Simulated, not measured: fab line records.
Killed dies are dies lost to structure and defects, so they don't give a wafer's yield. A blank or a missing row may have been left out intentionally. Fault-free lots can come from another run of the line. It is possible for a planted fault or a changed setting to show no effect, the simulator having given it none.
Chamber matching | flow sky130 | SKY_FIELD_ISO_ETCH_14 on rieDiel-01 has 4 sister chambers
The step etches BARC in N2/H2, stops on SiO2, time 45.9 s, target depth 60 nm. 16 wafers are shown with their chamber, then 8 later ones without.

== WAFERS, EACH WITH ITS CHAMBER ==
wafer  | chamber | drypumpMotorCurrentA (A) | throttleValvePct (%) | n2FlowSccm (sccm)
L074.2 | 1       | 6.00                     | 13.214               | 99.80
L074.4 | 3       | 5.47                     | 13.232               | 99.75
L074.6 | 1       | 6.01                     | 13.210               | 100.10
L081.3 | 3       | 5.47                     | 13.228               | 99.97
L081.5 | 1       | 6.00                     | 13.209               | 99.92
L081.6 | 0       | 5.58                     | 13.234               | 100.26
L083.2 | 3       | 5.45                     | 13.226               | 99.72
L083.4 | 2       | 6.30                     | 13.229               | 100.22
L083.5 | 0       | 5.58                     | 13.237               | 100.09
L085.2 | 2       | 6.31                     | 13.229               | 100.32
L085.3 | 1       | 6.00                     | 13.216               | 100.47
L085.4 | 2       | 6.30                     | 13.227               | 100.19
L089.1 | 3       | 5.43                     | 13.229               | 100.09
L089.4 | 0       | 5.59                     | 13.221               | 99.98
L089.5 | 0       | 5.60                     | 13.211               | 99.52
L094.2 | 0       | 5.55                     | 13.216               | 99.82

SIGNATURES, as means of the wafers listed above
reading              | chamber 0 | chamber 1 | chamber 2 | chamber 3 | scatter within a chamber
drypumpMotorCurrentA | 5.5800    | 6.0025    | 6.3033    | 5.4550    | 0.0148
throttleValvePct     | 13.22380  | 13.21225  | 13.22833  | 13.22875  | 0.00686
n2FlowSccm           | 99.9340   | 100.0725  | 100.2433  | 99.8825   | 0.238
Rule: distance of a wafer from a chamber = root of the sum over the readings of ((wafer's reading minus chamber's mean) / reading's scatter) squared. The wafer belongs to the nearest chamber; if the next one is less than 2 further off, it can't be placed. The scatter: the root of (the sum of the squares of (reading less its chamber's mean) over the shown wafers, divided by (wafers less chambers)).

== WAFERS WITHOUT THEIR CHAMBER ==
wafer  | drypumpMotorCurrentA (A) | throttleValvePct (%) | n2FlowSccm (sccm)
L094.5 | 6.32                     | 13.230               | 100.06
L094.6 | 5.41                     | 13.200               | 99.83
L095.3 | 5.46                     | 13.220               | 99.68
L095.4 | 5.98                     | 13.234               | 99.72
L095.5 | 6.30                     | 13.242               | 100.31
L096.1 | 5.98                     | 13.233               | 100.02
L096.4 | 5.99                     | 13.234               | 99.84
L096.6 | 5.45                     | 13.235               | 100.30

== THE CHAMBER EACH PASSED THROUGH ==
wafer  | from the rows above | in truth
L094.5 | 2                   | 2
L094.6 | 3                   | 3
L095.3 | 3                   | 3
L095.4 | 1                   | 1
L095.5 | 2                   | 2
L096.1 | 1                   | 1
L096.4 | 1                   | 1
L096.6 | 3                   | 3
Correct placement for 8 of the 8. Number that these rows cannot place: 0. Number placed wrongly: 0.
